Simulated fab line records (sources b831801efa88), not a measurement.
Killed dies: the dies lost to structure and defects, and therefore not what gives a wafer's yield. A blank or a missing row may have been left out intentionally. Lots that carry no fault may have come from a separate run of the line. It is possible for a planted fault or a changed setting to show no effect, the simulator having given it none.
Matching of chambers ; flow gf180mcu ; GF_V4_CMP_04 on cmp-01 has 4 sister chambers
The step polishes SiO2. 20 wafers are shown with their chamber, then 10 later ones without.

## WAFERS, EACH WITH ITS CHAMBER
wafer;chamber;motorCurrentA (A);headPressurePsi (psi);slurryFilterDpKPa (kPa)
L076.1;0;10.6;3.998;13.38
L076.3;2;13.0;3.991;13.30
L076.6;1;10.0;3.992;13.70
L078.1;3;9.8;3.989;13.46
L078.2;2;12.9;4.003;13.60
L078.3;0;11.5;4.007;13.33
L079.1;1;10.2;4.001;13.35
L079.2;2;13.2;3.996;13.61
L079.3;3;10.7;3.993;13.57
L082.1;2;12.7;4.004;13.26
L082.3;3;11.1;4.006;13.60
L082.4;0;11.0;3.995;13.37
L083.2;2;12.8;3.991;13.59
L083.3;0;12.1;4.004;13.60
L083.5;0;11.9;3.992;13.30
L084.1;1;10.7;3.990;13.36
L084.2;2;13.7;4.003;13.42
L084.3;3;9.9;4.001;13.49
L085.3;2;13.1;4.000;13.33
L085.4;1;10.5;3.985;13.51

SIGNATURES (means of the wafers above)
reading;chamber 0;chamber 1;chamber 2;chamber 3;scatter within a chamber
motorCurrentA;11.420;10.350;13.057;10.375;0.48
headPressurePsi;3.99920;3.99200;3.99829;3.99725;0.00641
slurryFilterDpKPa;13.3960;13.4800;13.4443;13.5300;0.135
Rule: for a wafer and a chamber, the distance is found by dividing, reading by reading, the gap between the wafer's reading and the chamber's mean by the reading's scatter, squaring, summing and taking the root. The wafer belongs to the nearest chamber; if the next one is less than 2 further off, it can't be placed. The scatter: take each reading less its chamber's mean, square it, sum over the shown wafers, divide by the number of wafers less the number of chambers, and take the root.

## WAFERS WHOSE CHAMBER IS MISSING
wafer;motorCurrentA (A);headPressurePsi (psi);slurryFilterDpKPa (kPa)
L085.6;10.0;4.006;13.58
L086.1;13.3;4.001;13.56
L086.4;10.6;4.000;13.39
L086.5;11.2;3.998;13.26
L090.1;10.6;3.999;13.49
L090.3;13.2;3.999;13.50
L090.4;11.2;3.980;13.36
L091.1;13.4;4.013;13.53
L091.3;10.2;4.017;13.66
L091.6;10.5;3.996;13.51

## THE CHAMBER EACH PASSED THROUGH
wafer;from the rows above;in truth
L085.6;can't be placed: 3 or 1 or 0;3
L086.1;2;2
L086.4;can't be placed: 3 or 1 or 0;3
L086.5;can't be placed: 0 or 1 or 3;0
L090.1;can't be placed: 3 or 1 or 0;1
L090.3;2;2
L090.4;can't be placed: 1 or 0 or 3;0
L091.1;2;2
L091.3;can't be placed: 3 or 1 or 0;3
L091.6;can't be placed: 3 or 1 or 0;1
Correct placement for 3 of the 10. From these rows, 7 cannot be placed; in 7 the true chamber is one of the candidates. Wrongly placed: 0.
